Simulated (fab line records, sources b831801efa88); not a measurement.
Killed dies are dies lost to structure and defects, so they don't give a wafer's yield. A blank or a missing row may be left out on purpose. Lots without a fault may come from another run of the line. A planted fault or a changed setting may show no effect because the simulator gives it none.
Chamber matching | flow gf180mcu | GF_STI_CMP_25 on cmp-01: 4 sister chambers
The step polishes, stops on Si3N4, t overpolish 33 s, target thk 524.6 nm. 7 wafers are shown with their chamber, then 7 later ones without.

WAFERS WITH THEIR CHAMBER
wafer  | chamber | motor_current_A (A) | time_to_endpoint_s (s)
L790.5 | 2       | 11.7                | 119
L790.6 | 3       | 10.7                | 118
L793.1 | 0       | 10.9                | 119
L793.3 | 3       | 11.3                | 117
L793.5 | 1       | 13.1                | 118
L799.2 | 1       | 13.5                | 124
L799.5 | 2       | 11.6                | 125

WAFERS WITHOUT THEIR CHAMBER
wafer  | motor_current_A (A) | time_to_endpoint_s (s)
L799.6 | 13.1                | 122
L802.3 | 12.0                | 119
L802.5 | 11.1                | 125
L802.6 | 13.2                | 125
L806.1 | 11.5                | 124
L806.5 | 9.9                 | 122
L806.6 | 13.4                | 121

WHICH CHAMBER EACH WENT THROUGH
wafer  | from the rows above          | in truth
L799.6 | 1                            | 1
L802.3 | can't be placed: 2 or 3      | 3
L802.5 | can't be placed: 0 or 2 or 3 | 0
L802.6 | 1                            | 1
L806.1 | can't be placed: 2 or 0 or 3 | 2
L806.5 | can't be placed: 0 or 3      | 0
L806.6 | 1                            | 1
Placed correctly: 3 of 7. Can't be placed from these rows: 4 (the true chamber is among the candidates in 4). Placed wrongly: 0.
How it was worked out, from the rows above alone: a wafer's distance from a chamber is the root of the sum, over the readings, of the square of ((its reading less the chamber's mean) divided by the reading's scatter). The wafer belongs to the nearest chamber; if the next one is less than 2 further off, it can't be placed. A chamber's mean is the mean of its shown wafers. The scatter: the root of (the sum of the squares of (reading less its chamber's mean) over the shown wafers, divided by (wafers less chambers)).
